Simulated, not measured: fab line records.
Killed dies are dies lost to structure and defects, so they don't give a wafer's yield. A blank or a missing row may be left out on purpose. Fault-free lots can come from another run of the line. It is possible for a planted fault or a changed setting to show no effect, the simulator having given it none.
Chamber matching | flow gf180mcu | GF_V1_CMP_04 on cmp-01 has 4 sister chambers
The step polishes SiO2. 4 wafers are shown with their chamber, then 7 later ones without.

## WAFERS, EACH WITH ITS CHAMBER
wafer  | chamber | motor_current_A (A)
L444.4 | 2       | 11.9
L445.3 | 0       | 12.0
L446.2 | 1       | 12.0
L446.3 | 3       | 10.6

## WAFERS WITH NO CHAMBER GIVEN
wafer  | motor_current_A (A)
L446.5 | 11.5
L450.2 | 10.8
L450.3 | 11.5
L450.5 | 10.2
L452.1 | 11.7
L452.4 | 11.0
L452.6 | 11.7

## EACH ONE'S CHAMBER
wafer  | from the rows above               | in truth
L446.5 | can't be placed: 2 or 0 or 1 or 3 | 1
L450.2 | 3                                 | 3
L450.3 | can't be placed: 2 or 0 or 1 or 3 | 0
L450.5 | 3                                 | 3
L452.1 | can't be placed: 2 or 0 or 1      | 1
L452.4 | can't be placed: 3 or 2 or 0 or 1 | 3
L452.6 | can't be placed: 2 or 0 or 1      | 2
Placed correctly: 2 of 7. From these rows, 5 cannot be placed; in 5 the true chamber is one of the candidates. Placed wrongly: 0.
How it was worked out, from the rows above alone: a wafer's distance from a chamber is the root of the sum, over the readings, of the square of ((its reading less the chamber's mean) divided by the reading's scatter). The wafer belongs to the nearest chamber; if the next one is less than 2 further off, it can't be placed. Each chamber's mean is taken over the wafers shown for it. The scatter: with one shown wafer a chamber, the root of the mean of the squares of how far each hidden wafer lies from its nearest shown one.
